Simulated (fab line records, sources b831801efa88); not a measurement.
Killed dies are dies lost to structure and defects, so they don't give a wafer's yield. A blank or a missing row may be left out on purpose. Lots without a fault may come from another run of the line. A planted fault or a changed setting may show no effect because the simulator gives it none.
fab line records | flow sfq_line | part 2 of 2: steps 25 to 33 of 33
record lots=5 wafers=15 last_day=84
route steps=325 shown M6@263 I6@266 M7@281 I7@296
lots that met no fault: from a run of the same line without faults
start_h: hours from the record's first day to the start of the lot's first wafer shown | wait_h: hours since the lot's step before | " the same as in the row above | L1.1+2: a row that stands for several wafers | - no value, or no start given | * or withheld: withheld | < > ~ a bound
route shown NAME@n: a module of which the file shows steps, and the number in the route of the first | usual: mean/standard deviation of fault-free wafers | same: alike in all rows | chamber/n: place in a boat | sites: the reading at each site | _std_site: their standard deviation | _edge_site: outer sites' mean less inner sites' | radius_mm: how far each site lies from the wafer's centre | mask NAME#n: copy n | behind: the tool/chamber that last shaped the wafer | hold: why the lot was held/for how many hours/how that ended | device: the transistor (n, p or np) that didn't switch | end of line: the same wafers' tests at the end of the route | a step without rows: its recipe alone | killed: dies lost to structure and defects at the first sort, not the wafer's yield | map: a wafer's dies, x killed, . not, _ none there
set.NAME: the setting as run; set.NAME@STEP: as run at that earlier step | model.NAME: the simulator's own value behind a step, which no gauge read
lots at some steps of the route; a table a step, a row a wafer
services: from which hour (start_h, from the record's first day; less than 0 if before it) a tool's chamber was out of use, for how many hours, and why
## steps
# step SFQ_TRILAYER_M7_LITHO_EXPOSE_178
# recipe mask_id=M7 na=0.6 source_shape=conventional sigma_outer=0.65 target_cd_nm=500 dose_mj=14.4
# usual focus_offset_nm=0.0/0.52
# same sigma_outer=0.65
# columns lot.wafer tool chamber start_h wait_h mask focus_offset_nm
L076.1 krf_scanner-01 0 1759.01 - M7#0 -0.1
L076.2 " 0 " " M7#0 -0.5
L076.4 " 0 " " M7#0 0.2
L083.1 krf_scanner-01 0 1852.60 - M7#0 1.0
L083.3 " 0 " " M7#0 0.1
L083.5 " 0 " " M7#0 -0.2
L087.3 krf_scanner-02 0 1877.13 - M7#0 -0.4
L087.4 " 0 " " M7#0 0.1
L087.5 " 0 " " M7#0 0.0
L089.2 krf_scanner-02 0 1902.13 - M7#0 0.1
L089.3 " 0 " " M7#0 0.4
L089.5 " 0 " " M7#0 0.0
L094.1 krf_scanner-01 0 1921.25 - M7#0 0.9
L094.4 " 0 " " M7#0 0.5
L094.5 " 0 " " M7#0 0.3
# step SFQ_TRILAYER_M7_LITHO_PEB_180
# recipe peb_temp_c=115 peb_time_s=60 resist=KrF
# usual resist_line_temp_C=22.98/0.1
# columns lot.wafer tool chamber start_h wait_h resist_line_temp_C
L076.1 litho_track-02 0 1760.21 1.0 23.01
L076.2 " 0 " " 23.12
L076.4 " 0 " " 23.00
L083.1 litho_track-03 0 1853.80 1.0 22.99
L083.3 " 0 " " 22.96
L083.5 " 0 " " 23.07
L087.3 litho_track-01 0 1877.98 0.7 22.86
L087.4 " 0 " " 22.95
L087.5 " 0 " " 22.90
L089.2 litho_track-02 0 1903.15 0.8 23.03
L089.3 " 0 " " 23.10
L089.5 " 0 " " 23.03
L094.1 litho_track-01 0 1922.45 1.0 22.77
L094.4 " 0 " " 22.95
L094.5 " 0 " " 22.86
# step SFQ_TRILAYER_M7_LITHO_DEVELOP_179
# recipe time_s=60 resist=KrF
# usual resist_line_temp_C=23.02/0.11
# columns lot.wafer tool chamber start_h wait_h resist_line_temp_C
L076.1 litho_track-02 0 1760.36 0.1 23.05
L076.2 " 0 " " 23.15
L076.4 " 0 " " 23.16
L083.1 litho_track-03 0 1853.95 0.1 23.16
L083.3 " 0 " " 22.93
L083.5 " 0 " " 23.24
L087.3 litho_track-01 0 1878.13 0.1 22.97
L087.4 " 0 " " 22.97
L087.5 " 0 " " 22.87
L089.2 litho_track-02 0 1903.30 0.1 22.94
L089.3 " 0 " " 23.05
L089.5 " 0 " " 23.03
L094.1 litho_track-01 0 1922.60 0.1 22.95
L094.4 " 0 " " 23.00
L094.5 " 0 " " 23.14
# step SFQ_M7_OVL_MEAS_945
# usual M7_OVL=0/5.6
# columns lot.wafer tool chamber start_h wait_h M7_OVL[nm]
L076.1 overlay-02 - 1760.51 0.1 8
L076.2 " - " " -4
L076.4 " - " " -2
L083.1 overlay-02 - 1854.10 0.1 1
L083.3 " - " " 7
L083.5 " - " " 3
L087.3 overlay-01 - 1878.24 0.1 3
L087.4 " - " " 1
L087.5 " - " " -8
L089.2 overlay-02 - 1903.43 0.1 1
L089.3 " - " " 5
L089.5 " - " " -1
L094.1 overlay-01 - 1922.75 0.1 -5
L094.4 " - " " -8
L094.5 " - " " -13
# step SFQ_TRILAYER_M7_BARC_OPEN_METAL_ETCH_229
# recipe mask_material=PR chemistry=O2 target_depth_nm=125 target=BARC icp_w=577.1 bias_w=80 pressure_mtorr=10 time_s=41.7
# usual drypump_motor_current_A=5.9/0.46 oes_product_au=0.686/0.0048
# columns lot.wafer tool chamber start_h wait_h drypump_motor_current_A oes_product_au rf_hours_counter_h
L076.1 rie_metal-03 0 1760.55 0.0 5.1 0.690 125
L076.2 " 1 " " 6.0 0.683 98
L076.4 " 1 " " 6.0 0.690 -
L083.1 rie_metal-02 0 1854.14 0.0 6.7 0.683 72
L083.3 " 1 " " 5.4 0.683 -
L083.5 " 0 " " 6.7 0.683 -
L087.3 rie_metal-01 0 1878.28 0.0 5.9 0.684 -
L087.4 " 1 " " 6.2 0.679 -
L087.5 " 0 " " 5.9 0.685 -
L089.2 rie_metal-01 0 1903.46 0.0 6.0 0.687 87
L089.3 " 1 " " 6.2 0.688 -
L089.5 " 1 " " 6.2 0.679 -
L094.1 rie_metal-01 1 1922.79 0.0 6.2 0.685 13
L094.4 " 0 " " 5.9 0.687 -
L094.5 " 0 " " 5.9 0.691 -
# step SFQ_TRILAYER_M7_ETCH_METAL_ETCH_180
# recipe target=Nb stop_on=SiO2 mask_material=PR chemistry=Cl2/Ar target_depth_nm=240 icp_w=600 bias_w=80 pressure_mtorr=10 time_s=120
# usual drypump_motor_current_A=5.9/0.46 oes_product_au=0.895/0.0082
# columns lot.wafer tool chamber start_h wait_h drypump_motor_current_A oes_product_au rf_hours_counter_h
L076.1 rie_metal-03 0 1760.61 0.0 5.2 0.894 125
L076.2 " 1 " " 5.9 0.895 98
L076.4 " 1 " " 6.0 0.898 -
L083.1 rie_metal-02 0 1854.20 0.0 6.7 0.890 72
L083.3 " 1 " " 5.4 0.880 -
L083.5 " 0 " " 6.6 0.887 -
L087.3 rie_metal-01 0 1878.36 0.1 5.9 0.904 -
L087.4 " 1 " " 6.2 0.893 -
L087.5 " 0 " " 5.9 0.907 -
L089.2 rie_metal-01 0 1903.52 0.0 5.9 0.922 87
L089.3 " 1 " " 6.2 0.904 -
L089.5 " 1 " " 6.2 0.901 -
L094.1 rie_metal-01 1 1922.85 0.0 6.1 0.885 13
L094.4 " 0 " " 5.9 0.892 -
L094.5 " 0 " " 5.9 0.893 -
# step SFQ_TRILAYER_M7_STRIP_STRIP_181
# recipe gas=O2 power_w=200 platen_temp_c=40 overash_fraction=0.65 chemistry=O2 pressure_mtorr=50
# usual drypump_motor_current_A=5.9/0.46 oes_product_au=0.997/0.0084
# columns lot.wafer tool chamber start_h wait_h drypump_motor_current_A oes_product_au rf_hours_counter_h
L076.1 rie_metal-03 0 1760.74 0.1 5.2 1.007 125
L076.2 " 1 " " 6.0 1.013 99
L076.4 " 1 " " 6.0 1.008 -
L083.1 rie_metal-02 0 1854.32 0.1 6.7 0.992 72
L083.3 " 1 " " 5.4 0.990 -
L083.5 " 0 " " 6.7 1.010 -
L087.3 rie_metal-01 0 1878.65 0.2 5.9 0.996 -
L087.4 " 1 " " 6.1 0.997 -
L087.5 " 0 " " 5.9 0.982 -
L089.2 rie_metal-01 0 1903.65 0.1 5.9 0.996 87
L089.3 " 1 " " 6.2 1.005 -
L089.5 " 1 " " 6.2 0.996 -
L094.1 rie_metal-01 1 1922.97 0.1 6.2 0.991 13
L094.4 " 0 " " 5.9 0.994 -
L094.5 " 0 " " 5.9 0.990 -
# step SFQ_TRILAYER_M7_STRIP_SOLV_CLEAN_182
# recipe chemistry=NMP temp_c=70 time_s=600
# columns lot.wafer tool chamber start_h wait_h
L076.1+2+4 wet_bench-03 6,4,2 1761.34 0.4
L083.1+3+5 wet_bench-01 6,2,4 1854.92 0.4
L087.3+4+5 wet_bench-04 7,5,3 1879.05 0.2
L089.2+3+5 wet_bench-04 3,4,5 1904.25 0.4
L094.1+4+5 wet_bench-03 1,2,3 1923.57 0.4
# step SFQ_TRILAYER_I7_DEP_PECVD_183
# recipe material=SiO2 temp_c=150 time_s=111.11 pressure_torr=2.4 rf_w=183.3 precursor=SiH4/N2O target_thk_nm=500
# usual heater_power_w=83/16 throttle_valve_pct=24.3/1.2
# columns lot.wafer tool chamber start_h wait_h heater_power_w since_wet_clean_h throttle_valve_pct
L076.1 pecvd-03 2 1761.51 0.0 118 1184 24.0
L076.2 " 1 " " 71 1184 25.5
L076.4 " 1 " " 71 - 25.6
L083.1 pecvd-01 2 1855.10 0.0 83 155 25.6
L083.3 " 1 " " 78 155 22.6
L083.5 " 2 " " 85 - 25.5
L087.3 pecvd-04 1 1879.22 0.0 67 548 24.0
L087.4 " 1 " " 71 - 24.4
L087.5 " 2 " " 108 - 22.7
L089.2 pecvd-03 0 1904.42 0.0 80 1327 24.3
L089.3 " 1 " " 60 1327 25.6
L089.5 " 0 " " 84 - 24.2
L094.1 pecvd-03 1 1923.75 0.0 65 1346 25.5
L094.4 " 0 " " 82 - 24.1
L094.5 " 1 " " 66 - 25.7
## services
# columns tool chamber start_h hours kind
rie_diel-03 2 1563.06 42.1 repair
krf_scanner-02 - 1571.57 0.8 pm
krf_scanner-01 - 1576.50 1.3 pm
krf_scanner-02 - 1579.89 1.3 pm
rie_diel-03 - 1592.55 0.7 repair
rie_diel-03 - 1595.45 0.5 repair
krf_scanner-01 - 1610.02 0.8 pm
rie_metal-02 - 1624.48 15.6 pm
rie_metal-03 1 1646.11 3.0 repair
rie_metal-02 0 1654.88 8.5 repair
rie_metal-03 0 1671.49 21.4 repair
krf_scanner-01 - 1698.51 1.0 pm
rie_metal-03 0 1703.34 18.9 repair
wet_bench-03 - 1733.46 8.8 repair
krf_scanner-01 - 1751.56 1.3 pm
krf_scanner-01 - 1778.21 0.8 pm
rie_diel-03 2 1783.03 3.3 repair
wet_bench-03 - 1785.69 3.1 repair
krf_scanner-01 - 1837.37 3.2 repair
rie_diel-03 3 1856.29 12.8 repair
krf_scanner-01 - 1862.20 4.0 pm
krf_scanner-01 - 1867.42 1.0 pm
rie_diel-03 1 1870.30 2.6 repair
rie_diel-03 2 1885.53 1.4 repair
